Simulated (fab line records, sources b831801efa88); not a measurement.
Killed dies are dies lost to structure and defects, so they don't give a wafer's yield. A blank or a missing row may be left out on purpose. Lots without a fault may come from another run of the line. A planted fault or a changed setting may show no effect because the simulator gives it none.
One fault seen from 2 desks | flow sky130 | each desk has only its own numbers; what lay behind them comes last

THE METROLOGY DESK
What the gauges read, lot by lot, whatever tool the lot ran on: means of the sampled wafers that have a number. A lot is out of limits, marked OUT, if its mean lies more than 4 standard deviations from the usual mean; the brackets give that distance.
Columns: A = POLY_GATE_OVL at SKY_POLY_GATE_OVL_MEAS_14, usual -2 nm; B = LDD_P_OVL at SKY_LDD_P_OVL_MEAS_08, usual -0.1 nm; C = SD_P_TW at SKY_SD_P_TW_MEAS_11, usual 2810
lot  | first seen here | A   | B    | C
L318 | day 16 20:27    | -4  | 0.7  | 2791
L319 | day 16 20:48    | 3   | -0.8 | 2798
L321 | day 17 07:03    | -3  | 0.3  | 2822
L323 | day 19 11:41    | 0   | 2.2  | 2808
L328 | day 21 04:50    | -6  | 0.5  | 2822
L327 | day 21 07:02    | 1   | -0.2 | 2813
L326 | day 21 07:13    | -4  | 0.6  | 2825
L330 | day 22 01:03    | -6  | 0.8  | 2784
L334 | day 22 23:34    | 1   | 0.6  | 2822
L333 | day 23 02:09    | -2  | 0.2  | 2806
L336 | day 23 13:19    | -11 | -0.3 | 2810
L338 | day 23 21:34    | -7  | -0.0 | 2811
L340 | day 24 06:01    | -5  | -0.6 | 2812
L339 | day 24 10:32    | -3  | -1.0 | 2807
This desk's finding: nothing out of limits on any of the 14 lots.

THE TOOL OWNER'S DESK: implanter-02
The tool's own readings at SKY_LDD_LDN_IMPLANT_11: means of the sampled wafers that have a number, for each lot that ran on this tool. A lot is out of limits, marked OUT, if its mean lies more than 4 standard deviations from the usual mean; the brackets give that distance.
Columns: A = beam_energy_keV at SKY_LDD_LDN_IMPLANT_11, usual 14.999
lot  | first seen here | A
L319 | day 23 08:18    | 14.997
L323 | day 26 01:11    | 14.996
L328 | day 27 14:11    | 15.701 (+99 or more) OUT
L326 | day 27 16:28    | 15.703 (+99 or more) OUT
This desk's finding: out of limits on L326, L328; first on L328, day 27 14:11 (beam_energy_keV at SKY_LDD_LDN_IMPLANT_11). In limits: L319, L323.

PUT TOGETHER
The tool owner's desk could have raised an alarm at day 27 14:11, on L326, L328.
The metrology desk saw nothing out of limits.
The metrology desk has L326, L328 on record, within its limits.
Of the lots named, all ran SKY_LDD_LDN_IMPLANT_11 on implanter-02.

WHAT THE SIMULATOR HAD PUT IN
Process parameter drift: implanter-02, from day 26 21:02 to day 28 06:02, at SKY_LDD_LDN_IMPLANT_11. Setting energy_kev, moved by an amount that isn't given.
Lots struck among those shown: L326, L328.
Hours from the fault's start to each desk's first reading out of limits: the tool owner's desk, 17.
